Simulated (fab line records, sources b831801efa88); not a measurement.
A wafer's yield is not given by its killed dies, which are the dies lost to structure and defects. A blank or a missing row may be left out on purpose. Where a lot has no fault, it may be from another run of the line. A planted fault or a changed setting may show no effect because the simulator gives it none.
Problem report in the 8D (eight disciplines) form, filled by code / flow gf180mcu / the parts of the form that need people (team, actions taken, sign-off) are left out

1. WHAT IS WRONG
Across 6 wafers from 2 lots, HV_LDD_RS at GF_HV_LDD_RS_MEAS_53 averages 373.5 ohm/sq, while fault-free wafers read 418.7 ohm/sq with a standard deviation of 1.2. That puts it -38 standard deviations away from the usual mean.
The step: measures by four-point-probe.
First observed at day 16 13:58: wafer L413.1, on film-metro-04. At this step, 42 wafers from 14 lots have a number in the record. The rule behind "out" and "out of limits": a value lying over 4 standard deviations away from the usual mean. Any other wafer with a number is counted as sound.

2. WHAT IT IS, AND WHAT IT ISN'T
question=which readings at this step | is=HV_LDD_RS | is not=-
question=which lots | is=L413, L414 | is not=L400, L401, L403, L405, L406, L408, L409, L419, L420, L421, L422, L423
question=which wafers of those lots | is=all that have a number | is not=-
question=read on which gauges | is=film-metro-04 | is not=film-metro-02, film-metro-03
question=when | is=from day 16 13:58 | is not=up to then (21 sound wafers); but 15 sound wafers of L419, L420, L421, L422, L423 came after

3. SUSPECTS, AND WHAT RULES EACH OUT
Counting: a tool stays on the suspect list if, at a process step up to the reading, it processed all lots that are out and no sound lot following the first of them.
- the gauge at GF_HV_LDD_RS_MEAS_53: ruled out. All the wafers that are out were read on film-metro-04, but those of them that GF_HV_LDD_IMPLANT_34 has rows for are out there too, on other tools.
- implanter-03 at GF_HV_LDD_IMPLANT_34: ruled out as a lasting fault. Sound lots L420, L422 ran on it after its first lot that is out, L413 (day 15 15:17).
Left after counting: nothing in the record.

4. THE CAUSE (what the simulator had put in)
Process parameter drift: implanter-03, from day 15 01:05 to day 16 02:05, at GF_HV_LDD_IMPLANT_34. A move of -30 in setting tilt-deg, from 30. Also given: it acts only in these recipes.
Counting ruled it out, wrongly: the rule takes a fault to strike every lot that its tool runs from its start on, and this one did not.

5. SEQUENCE OF EFFECTS, ordered by route
Each row: a reading whose mean over the struck wafers that have a number lies more than 3 standard deviations from the usual. Only readings for which the record gives a usual standard deviation are gone through. hours: the time from each lot's start at the first step in this table that gives one to its start at this step, as a median over the lots. sigmas: the change in usual standard deviations.
hours=0; step=GF_HV_LDD_IMPLANT_34; reading=tilt-deg; usual=29.998 degrees; on struck wafers=-0.009; change=-30.007; sigmas=-99 or more
hours=23; step=GF_HV_LDD_RS_MEAS_53; reading=HV_LDD_RS; usual=418.7 ohm/sq; on struck wafers=373.5; change=-45.2; sigmas=-38
Here are the process steps it includes:
- GF_HV_LDD_IMPLANT_34
At these later measuring or inspecting steps, every struck wafer for which the step has a row has a number for every such reading, and none has moved that far: GF_V2_THK_MEAS_01, GF_V2_CD_MEAS_14.

6. WHAT WOULD HAVE CAUGHT IT SOONER
Counted from the fault's start at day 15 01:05, it took 37 hours until the first out-of-limits reading at a measuring or inspecting step in this record, taken at day 16 13:58.
Tool's own readings at GF_HV_LDD_IMPLANT_34, tilt-deg: out on all struck wafers the step has rows for; an alarm limit on them would have tripped on the first.
